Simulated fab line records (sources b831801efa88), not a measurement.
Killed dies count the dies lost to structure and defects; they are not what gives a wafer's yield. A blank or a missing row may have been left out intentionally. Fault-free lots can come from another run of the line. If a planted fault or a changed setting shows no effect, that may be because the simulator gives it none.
A lot that was struck, set against a sound lot / flow sky130 / 44 steps out of a route of 708
Sound: the wafers L577.1, L577.3, L577.4. Wafers struck: L590.3, L590.5, L590.6. Last of all comes the cause.
For every step that has rows: the tool of each side, followed by ch and its chambers, followed by its first start. Under that, the readings that differ: sound wafers / struck wafers / difference of the means / sigmas: that difference in standard deviations of wafers without a fault.
alike: readings with means less than 2 such deviations apart, plus words and numbers identical on both sides. not compared: withheld readings, readings lacking a value on some wafer, bounds such as >300 that could conceal the same value, and numbers that have no deviation in the record and whose values overlap.
Wherever a step has rows on one side only, a row that says differs or no value, or a row with sigmas, the two part there. Non-overlapping numbers with no deviation appear without sigmas and do not part them. A reading missing from all wafers of one side parts the sides only when that side holds two or more wafers.

first, 1 step without rows for these wafers: SKY_SONOS_ONO_CVD_04 (deposits SiO2 from SiH4/N2O, target thk 5.7199 nm).
SKY_SONOS_ONO_THK_MEAS_05:
  sound on film metro-04, day 13 19:37; struck on film metro-04, day 18 04:22
  alike: SONOS_ONO_CVD_04_THK
then, 7 steps without rows for these wafers: SKY_SONOS_ONO_DEHYDRATE_06 (time 60 s); SKY_SONOS_ONO_HMDS_07 (prime time 60 s); SKY_SONOS_ONO_COAT_08 (resist thk 1140 nm); SKY_SONOS_ONO_SOFTBAKE_09 (time 60 s); SKY_SONOS_ONO_EXPOSE_10 (exposes mask ONOM, target cd 410 nm); SKY_SONOS_ONO_PEB_11; SKY_SONOS_ONO_DEVELOP_12 (develop time 60 s).
SKY_SONOS_ONO_CD_MEAS_13 targets a cd of 410 nm.
  sound on cd sem-02, day 14 21:46; struck on cd sem-01, day 19 10:26
  alike: cd nm
SKY_SONOS_ONO_OVL_MEAS_14:
  sound on overlay-02, day 14 21:53; struck on overlay-01, day 19 10:31
  alike: SONOS_ONO_OVL
SKY_SONOS_ONO_ETCH_15: etches the open film in CHF3/O2, target depth 19.52 nm, time 7.8 s.
  sound on rie diel-01 ch 1,2,3, day 14 21:56; struck on rie diel-01 ch 0,1,3, day 19 10:33
  alike: drypump motor current A, oes product au, throttle valve pct
  not compared: rf hours counter h
SKY_SONOS_ONO_WET_ETCH_16: etches SiO2 in dHF, target depth 14 nm, time 280 s.
  sound on wet bench-02 ch 1, day 14 21:57; struck on wet bench-03 ch 3, day 19 10:34
reading=bath heat duty pct (%); sound=5.2 6.7 5.2; struck=8.2 7.7 7.1; difference=+2.0; sigmas=+2
reading=run length s (s); sound=313 313 313; struck=129 129 129; difference=-184; sigmas=-53
reading=model.SiO2_of_FIELD_ISO_CVD_24.thk nm (nm); sound=384.6 384.1 384.4; struck=393.9 393.9 393.4; difference=+9.4; sigmas=
SKY_SONOS_ONO_STRIP_17: strips in O2/N2.
  sound on plasma asher-02 ch 0,1, day 14 22:02; struck on plasma asher-01 ch 0,1, day 19 10:41
  alike: drypump motor current A, oes product au, strip time to endpoint s
  not compared: rf hours counter h
then, 3 steps without rows for these wafers: SKY_SONOS_ONO_WET_ETCH_18 (etches Si3N4 in H3PO4, target depth 15 nm, time 172 s); SKY_GATE_OXIDE_CLEAN_00 (cleans in SC1/SC2, time 150 s); SKY_GATE_OXIDE_OXIDATION_01 (stabilise 600 s, purge 300 s, target thk 10.268 nm).
SKY_GATE_OXIDE_THK_MEAS_02:
  sound on film metro-03, day 15 01:35; struck on film metro-01, day 19 12:17
  alike: GATE_OXIDE_OXIDATION_00_THK
then, 7 steps without rows for these wafers: SKY_GATE_OXIDE_DEHYDRATE_03 (time 60 s); SKY_GATE_OXIDE_HMDS_04 (prime time 60 s); SKY_GATE_OXIDE_COAT_05 (resist thk 1140 nm); SKY_GATE_OXIDE_SOFTBAKE_06 (time 60 s); SKY_GATE_OXIDE_EXPOSE_07 (exposes mask LVOM, target cd 600 nm); SKY_GATE_OXIDE_PEB_08; SKY_GATE_OXIDE_DEVELOP_09 (develop time 60 s).
SKY_GATE_OXIDE_OVL_MEAS_10:
  sound on overlay-01, day 16 05:01; struck on overlay-01, day 20 18:50
  alike: GATE_OXIDE_OVL
then, 2 steps without rows for these wafers: SKY_GATE_OXIDE_IMPLANT_11; SKY_GATE_OXIDE_WET_ETCH_12 (etches SiO2 in dHF, target depth 16.8 nm, time 336 s).
SKY_GATE_OXIDE_STRIP_13: strips in O2/N2.
  sound on plasma asher-01 ch 0,1, day 16 05:19; struck on plasma asher-01 ch 0,1, day 20 19:08
reading=strip time to endpoint s (s); sound=14.24 14.22 14.22; struck=14.12 14.12 14.16; difference=-0.09; sigmas=-2
  alike: drypump motor current A, oes product au
  not compared: rf hours counter h
SKY_GATE_OXIDE_TW_MEAS_14:
  sound on film metro-01, day 16 05:25; struck on film metro-02, day 20 19:14
  alike: GATE_OXIDE_TW
then, 3 steps without rows for these wafers: SKY_GATE_OXIDE_CLEAN_15 (cleans in SC1/SC2, time 150 s); SKY_GATE_OXIDE_OXIDATION_16 (stabilise 600 s, purge 300 s, target thk 3.57 nm); SKY_POLY_GATE_CVD_00 (deposits poly-Si, target thk 180 nm, time 720 s).
SKY_POLY_GATE_THK_MEAS_01:
  sound on film metro-04, day 16 09:22; struck on film metro-04, day 20 22:05
  alike: POLY_GATE_CVD_00_THK
then, 8 steps without rows for these wafers: SKY_RES_PROTECT_DEHYDRATE_00 (time 60 s); SKY_RES_PROTECT_HMDS_01 (prime time 60 s); SKY_RES_PROTECT_COAT_02 (resist thk 1140 nm); SKY_RES_PROTECT_SOFTBAKE_03 (time 60 s); SKY_RES_PROTECT_EXPOSE_04 (exposes mask RPM, target cd 1270 nm); SKY_RES_PROTECT_PEB_05; SKY_RES_PROTECT_DEVELOP_06 (develop time 60 s); SKY_POLY_GATE_IMPLANT_02.
-- the record jumps here: 13 days lie between the struck wafers' starts before and after (it left off in module POLY_GATE and takes up again in module SALICIDE, whose first step shown is number 361 of the route) --
SKY_SALICIDE_CLEAN_00: cleans in HF-last, time 30 s.
  sound on wet bench-03 ch 1, day 30 09:43; struck on wet bench-04 ch 1, day 34 05:49
reading=model.SiO2_of_FIELD_ISO_CVD_24.thk nm (nm); sound=359.2 358.9 359.1; struck=368.5 368.6 368.2; difference=+9.4; sigmas=
-- the record jumps here: 16 days lie between the struck wafers' starts before and after (it left off in module SALICIDE and takes up again in module PAD_OPEN, whose first step shown is number 708 of the route) --
SKY_PAD_OPEN_PROBE_99:
  sound on prober-02, day 47 11:58; struck on prober-02, day 50 01:26
reading=model.etest.pfet_01v8_lvt.vt sat v (V); sound=-0.4289 -0.4163 -0.4274; struck=-0.4722 -0.4803 -0.4778; difference=-0.0526; sigmas=
reading=model.etest.pfet_16v.vt v (V); sound=-1.082 -1.085 -1.083; struck=-1.139 -1.145 -1.155; difference=-0.063; sigmas=
reading=model.etest.pfet_01v8_lvt.vt v (V); sound=-0.5195 -0.5113 -0.5217; struck=-0.5586 -0.5674 -0.566; difference=-0.0465; sigmas=
  alike: killed_at_M0_to_M3, killed_at_M4_up, killed at contacts, killed at front end, killed at other, killed dies, killed open, killed short
  not compared: model.etest.cap li to poly.c af um2, model.etest.field n.vt v, model.etest.sram nfet pass.off log10 a um, model.etest.sram nfet pass.vt sat v, model.etest.sram nfet pass.vt v

WHERE THEY PART
Earliest at SKY_SONOS_ONO_WET_ETCH_16; latest, in this record, at SKY_GATE_OXIDE_STRIP_13. Later steps at which nothing parts them and some readings are alike: SKY_GATE_OXIDE_TW_MEAS_14, SKY_POLY_GATE_THK_MEAS_01, SKY_PAD_OPEN_PROBE_99.

WHY: the cause the simulator had injected
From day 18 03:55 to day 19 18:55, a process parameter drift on wet bench-03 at SKY_SONOS_ONO_WET_ETCH_16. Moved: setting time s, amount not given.
